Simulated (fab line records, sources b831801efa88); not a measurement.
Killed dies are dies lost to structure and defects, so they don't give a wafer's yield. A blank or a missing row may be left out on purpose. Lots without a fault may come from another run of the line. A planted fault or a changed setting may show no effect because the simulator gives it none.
Which tool did it? | flow gf180mcu | 13 lots, 39 wafers sampled, at 6 steps of a route of 602

WHAT THE GAUGES READ, wafer by wafer
GF_MVSD_TW_MEAS_11. Usual: MVSD_TW 1576, standard deviation 13.
lot  | measured     | on            | MVSD_TW        | flag
L386 | day 4 10:23  | film_metro-02 | 1594 1583 1580 |
L387 | day 4 16:32  | film_metro-03 | 1563 1560 1562 |
L388 | day 4 21:24  | film_metro-03 | 1565 1572 1555 |
L389 | day 5 02:58  | film_metro-03 | 1558 1557 1560 |
L390 | day 5 11:26  | film_metro-03 | 1566 1563 1560 |
L391 | day 5 14:19  | film_metro-03 | 1574 1567 1558 |
L392 | day 5 20:38  | film_metro-04 | 1589 1597 1589 |
L393 | day 6 04:44  | film_metro-04 | 1594 1602 1598 |
L394 | day 6 07:16  | film_metro-03 | 1567 1566 1558 |
L396 | day 6 19:33  | film_metro-04 | 1609 1601 1605 |
L398 | day 7 08:06  | film_metro-04 | 1597 1589 1597 |
L399 | day 7 13:02  | film_metro-03 | 1564 1565 1575 |
L408 | day 10 02:08 | film_metro-02 | 1582 1588 1579 |

GF_HV_LDD_CD_MEAS_07: target cd 400 nm. Usual: cd_nm 399.8 nm, standard deviation 2.2.
lot  | measured     | on        | cd_nm (nm)        | flag
L386 | day 9 22:22  | cd_sem-01 | 398.8 401.3 400.6 |
L387 | day 10 03:16 | cd_sem-02 | 398.7 397.9 400.0 |
L388 | day 10 12:02 | cd_sem-01 | 402.1 402.8 400.8 |
L389 | day 10 16:08 | cd_sem-02 | 397.3 398.4 395.0 |
L390 | day 11 02:07 | cd_sem-02 | 398.2 400.3 400.8 |
L391 | day 11 08:50 | cd_sem-01 | 402.4 399.9 400.4 |
L392 | day 11 23:03 | cd_sem-01 | 399.3 401.1 400.8 |
L393 | day 12 09:11 | cd_sem-01 | 399.2 400.3 401.9 |
L394 | day 12 13:38 | cd_sem-02 | 397.8 398.8 396.8 |
L396 | day 13 03:26 | cd_sem-02 | 400.1 399.2 401.2 |
L398 | day 13 20:14 | cd_sem-01 | 408.8 408.6 406.5 | OFF
L399 | day 14 04:23 | cd_sem-02 | 408.9 407.8 409.1 | OFF
L408 | day 17 01:50 | cd_sem-01 | 401.0 399.5 401.1 |

GF_SAB_CD_MEAS_09: target cd 420 nm. Usual: cd_nm 420.5 nm, standard deviation 2.1.
lot  | measured     | on        | cd_nm (nm)        | flag
L386 | day 14 21:28 | cd_sem-01 | 420.7 422.3 421.9 |
L387 | day 15 04:38 | cd_sem-02 | 420.8 421.7 418.4 |
L388 | day 15 16:34 | cd_sem-01 | 420.7 420.4 421.0 |
L389 | day 15 21:40 | cd_sem-02 | 419.6 421.5 421.3 |
L390 | day 16 07:11 | cd_sem-02 | 422.1 420.6 418.1 |
L391 | day 16 16:01 | cd_sem-02 | 415.2 417.5 416.4 |
L392 | day 17 08:43 | cd_sem-01 | 420.2 419.7 418.8 |
L393 | day 17 21:58 | cd_sem-01 | 417.7 417.8 419.2 |
L394 | day 18 03:11 | cd_sem-02 | 418.9 418.1 418.1 |
L396 | day 18 19:53 | cd_sem-01 | 422.1 417.5 420.7 |
L398 | day 19 15:50 | cd_sem-01 | 425.9 423.0 422.9 |
L399 | day 20 02:20 | cd_sem-02 | 421.1 420.0 421.0 |
L408 | day 23 06:12 | cd_sem-01 | 423.8 423.9 423.1 |

WHICH TOOL RAN EACH LOT (tool, then ch and the chambers of the sampled wafers, then the start)
lot  | GF_VT_IMPLANT_RTA_45             | GF_HV_LDD_COAT_02                 | GF_HV_LDD_STRIP_10
L386 | rtp_anneal-01 ch 0, day 7 10:31  | litho_track-01 ch 0, day 9 13:07  | plasma_asher-03 ch 0,1, day 9 22:39
L387 | rtp_anneal-02 ch 0, day 7 17:27  | litho_track-02 ch 0, day 9 18:34  | plasma_asher-01 ch 0,1, day 10 03:33
L388 | rtp_anneal-01 ch 0, day 8 00:10  | litho_track-02 ch 0, day 10 02:56 | plasma_asher-04 ch 0,1, day 10 12:21
L389 | rtp_anneal-02 ch 0, day 8 05:23  | litho_track-04 ch 0, day 10 06:54 | plasma_asher-04 ch 0,1, day 10 16:27
L390 | rtp_anneal-02 ch 0, day 8 14:49  | litho_track-02 ch 0, day 10 16:40 | plasma_asher-03 ch 0,1, day 11 02:24
L391 | rtp_anneal-01 ch 0, day 8 20:31  | litho_track-02 ch 0, day 10 23:56 | plasma_asher-01 ch 0,1, day 11 09:09
L392 | rtp_anneal-02 ch 0, day 9 03:59  | litho_track-01 ch 0, day 11 13:34 | plasma_asher-01 ch 0, day 11 23:20
L393 | rtp_anneal-02 ch 0, day 9 14:34  | litho_track-02 ch 0, day 11 23:20 | plasma_asher-03 ch 0,1, day 12 09:30
L394 | rtp_anneal-01 ch 0, day 9 17:56  | litho_track-02 ch 0, day 12 03:56 | plasma_asher-03 ch 0,1, day 12 13:56
L396 | rtp_anneal-02 ch 0, day 10 07:35 | litho_track-01 ch 0, day 12 17:47 | plasma_asher-03 ch 0,1, day 13 03:45
L398 | rtp_anneal-02 ch 0, day 10 21:19 | litho_track-02 ch 0, day 13 09:29 | plasma_asher-01 ch 0,1, day 13 20:33
L399 | rtp_anneal-01 ch 0, day 11 05:07 | litho_track-02 ch 0, day 13 17:53 | plasma_asher-04 ch 0,1, day 14 04:41
L408 | rtp_anneal-01 ch 0, day 14 01:47 | litho_track-02 ch 0, day 16 14:35 | plasma_asher-03 ch 0,1, day 17 02:08
- GF_VT_IMPLANT_RTA_45: time 30 s.
- GF_HV_LDD_COAT_02: resist thk 1000 nm.
- GF_HV_LDD_STRIP_10: strips in O2/N2.

WHAT THE TOOLS THEMSELVES READ (means of the sampled wafers that have a number; where no wafer has one, the mark that the record gives instead)
GF_VT_IMPLANT_RTA_45. Usual: chamber_o2_ppm 2.004, standard deviation 0.023; lamp_power_pct 37.1 %, standard deviation 1.2; wafer_temp_C_max 1054.0, standard deviation 1.2.
lot  | tool          | chamber_o2_ppm | lamp_power_pct (%) | wafer_temp_C_max | flag
L386 | rtp_anneal-01 | 2.027          | 35.8               | 1054.5           |
L387 | rtp_anneal-02 | 2.001          | 38.2               | 1052.6           |
L388 | rtp_anneal-01 | 2.025          | 35.7               | 1055.2           |
L389 | rtp_anneal-02 | 2.004          | 38.2               | 1052.9           |
L390 | rtp_anneal-02 | 2.023          | 38.1               | 1053.6           |
L391 | rtp_anneal-01 | 1.994          | 35.8               | 1055.2           |
L392 | rtp_anneal-02 | 1.971          | 38.2               | 1052.8           |
L393 | rtp_anneal-02 | 2.034          | 38.2               | 1053.5           |
L394 | rtp_anneal-01 | 2.001          | 35.8               | 1054.8           |
L396 | rtp_anneal-02 | 1.991          | 38.1               | 1052.7           |
L398 | rtp_anneal-02 | 2.004          | 38.2               | 1053.2           |
L399 | rtp_anneal-01 | 2.025          | 35.8               | 1055.1           |
L408 | rtp_anneal-01 | 1.997          | 35.8               | 1054.5           |

GF_HV_LDD_STRIP_10. Usual: drypump_motor_current_A 6.0 A, standard deviation 0.31; heater_power_w 324 W, standard deviation 26; oes_product_au 0.716 a.u., standard deviation 0.0045; platen_temp_c 249.98 C, standard deviation 0.18; strip_time_to_endpoint_s 12.63 s, standard deviation 0.034.
lot  | tool            | drypump_motor_current_A (A) | heater_power_w (W) | oes_product_au (a.u.) | platen_temp_c (C) | strip_time_to_endpoint_s (s) | flag
L386 | plasma_asher-03 | 6.2                         | 313                | 0.715                 | 250.13            | 12.63                        |
L387 | plasma_asher-01 | 5.9                         | 337                | 0.718                 | 250.13            | 12.61                        |
L388 | plasma_asher-04 | 5.7                         | 314                | 0.721                 | 250.11            | 12.60                        |
L389 | plasma_asher-04 | 5.9                         | 325                | 0.717                 | 249.77            | 12.64                        |
L390 | plasma_asher-03 | 6.3                         | 301                | 0.714                 | 250.03            | 12.64                        |
L391 | plasma_asher-01 | 5.9                         | 339                | 0.719                 | 250.01            | 12.63                        |
L392 | plasma_asher-01 | 5.8                         | 367                | 0.720                 | 249.98            | 12.59                        |
L393 | plasma_asher-03 | 6.3                         | 297                | 0.715                 | 250.11            | 12.63                        |
L394 | plasma_asher-03 | 6.3                         | 302                | 0.714                 | 250.20            | 12.62                        |
L396 | plasma_asher-03 | 6.3                         | 302                | 0.715                 | 249.80            | 12.64                        |
L398 | plasma_asher-01 | 5.9                         | 331                | 0.720                 | 249.99            | 12.04                        | OFF
L399 | plasma_asher-04 | 5.7                         | 317                | 0.718                 | 249.98            | 12.00                        | OFF
L408 | plasma_asher-03 | 6.2                         | 316                | 0.712                 | 250.00            | 12.59                        |

THE ANSWER, worked out from the rows above alone
Rule: a lot is off if the mean of its wafers that have a number lies more than 3 standard deviations from the usual mean. A lot without any number at a reading at which 4 lots or more have one is off too. The other lots that the step has rows for count as sound. The gauges are gone through in route order, then the tools' own readings, and for those a lot's mean is taken as printed above. The first step at which some lot is off is used, and at that step the reading that is off furthest; a lot without a number counts as furthest.
Off: L398, L399, at GF_HV_LDD_CD_MEAS_07 (cd_nm).
A tool fits if, at a process step before that reading, it ran every lot that is off, and no sound lot after the first of them. The gauges at GF_HV_LDD_CD_MEAS_07 aren't tried: what is off there is off at GF_HV_LDD_STRIP_10 too, on other tools, and a gauge's error can't cause that. None of those tried fits.

WHAT THE SIMULATOR HAD PUT IN
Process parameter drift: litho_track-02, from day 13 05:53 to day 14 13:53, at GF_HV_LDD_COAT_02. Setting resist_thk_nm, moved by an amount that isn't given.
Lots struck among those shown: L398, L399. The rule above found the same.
